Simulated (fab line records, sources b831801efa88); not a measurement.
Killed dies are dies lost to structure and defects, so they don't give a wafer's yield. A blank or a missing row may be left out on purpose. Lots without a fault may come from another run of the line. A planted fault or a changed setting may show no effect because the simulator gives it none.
A struck lot beside a sound one | flow sky130 | 15 steps out of a route of 708
Sound: wafers L439.2, L439.4, L439.5. Struck: wafers L451.1, L451.3, L451.6. The cause comes at the end.
At each step with rows: each side's tool, then ch and its chambers, then its first start. Under that, the readings that differ: sound wafers | struck wafers | difference of the means | sigmas: that difference in standard deviations of wafers without a fault.
alike: readings whose means differ by less than 2 such deviations, and words and numbers that are the same on both sides. not compared: withheld readings, readings that some wafer has no value for, bounds like >300 that may hide the same value, and numbers for which the record gives no deviation and whose values overlap.
The two part at a step that has a row with sigmas, a row that says differs or no value, or rows on one side only. Numbers that don't overlap but have no deviation are shown without sigmas and don't part them. A reading that every wafer of one side lacks parts them only if that side has two wafers or more.

first, 8 steps without rows for these wafers: SKY_POLY_GATE_DEHYDRATE_05 (time 60 s); SKY_POLY_GATE_HMDS_06 (prime time 60 s); SKY_POLY_GATE_COAT_07 (resist thk 110 nm); SKY_POLY_GATE_COAT_08 (resist thk 450 nm); SKY_POLY_GATE_SOFTBAKE_09 (time 90 s); SKY_POLY_GATE_EXPOSE_10 (exposes mask P1M, target cd 150 nm); SKY_POLY_GATE_PEB_11; SKY_POLY_GATE_DEVELOP_12 (develop time 60 s).
SKY_POLY_GATE_CD_MEAS_13: target cd 150 nm.
  sound on cd_sem-02, day 17 00:58; struck on cd_sem-01, day 21 20:49
  alike: cd_nm
SKY_POLY_GATE_OVL_MEAS_14:
  sound on overlay-01, day 17 01:05; struck on overlay-02, day 21 20:56
  alike: POLY_GATE_OVL
SKY_POLY_GATE_ETCH_15: etches BARC in N2/H2, stops on SiO2, time 118.5 s, target depth 110 nm.
  sound on rie_diel-04 ch 0,2, day 17 01:07; struck on rie_diel-01 ch 2,3, day 21 20:58
  alike: chamber_pressure_mTorr, drypump_motor_current_A, oes_product_au, run_length_s, throttle_valve_pct
  not compared: rf_hours_counter_h
SKY_POLY_GATE_ETCH_16: etches Si3N4 in CH3F/O2, stops on poly-Si, time 147.5 s, target depth 75 nm.
  sound on rie_diel-04 ch 0,2, day 17 01:11; struck on rie_diel-01 ch 2,3, day 21 21:04
  reading                        | sound                | struck               | difference | sigmas
  chamber_pressure_mTorr (mTorr) | 25.006 24.968 24.953 | 24.980 25.066 25.025 | +0.048     | +2
  alike: drypump_motor_current_A, oes_product_au, run_length_s, throttle_valve_pct
  not compared: rf_hours_counter_h
SKY_POLY_GATE_ETCH_17: etches poly-Si in HBr/Cl2, stops on SiO2, target depth 180 nm, time 70.5 s.
  sound on rie_si-02 ch 0,1, day 17 01:17; struck on rie_si-02 ch 1,2,3, day 21 21:10
  reading                               | sound             | struck            | difference | sigmas
  run_length_s (s)                      | 99.6 98.9 98.4    | 92.1 93.7 93.5    | -5.9       | -10
  model.POLY_GATE.feature_depth_nm (nm) | 176.7 177.9 180.7 | 168.4 161.1 167.7 | -12.7      |
  model.etch.depth_nm (nm)              | 176.7 177.9 180.7 | 168.4 161.1 167.7 | -12.7      |
  alike: HBr_flow_sccm, chamber_pressure_mTorr, drypump_motor_current_A, oes_product_au, throttle_valve_pct
  not compared: rf_hours_counter_h
SKY_POLY_GATE_STRIP_18: strips in O2/N2.
  sound on plasma_asher-01 ch 0, day 17 01:20; struck on plasma_asher-01 ch 0,1, day 21 21:13
  reading                      | sound          | struck         | difference | sigmas
  strip_time_to_endpoint_s (s) | 3.16 3.13 3.11 | 3.27 3.35 3.29 | +0.17      | +3
  alike: chamber_pressure_mTorr, drypump_motor_current_A, oes_product_au
  not compared: rf_hours_counter_h
then, 1 step without rows for these wafers: SKY_PAD_OPEN_PROBE_99.

WHERE THEY PART
First at SKY_POLY_GATE_ETCH_16; last, within this record, at SKY_POLY_GATE_STRIP_18.

WHY: what the simulator had put in
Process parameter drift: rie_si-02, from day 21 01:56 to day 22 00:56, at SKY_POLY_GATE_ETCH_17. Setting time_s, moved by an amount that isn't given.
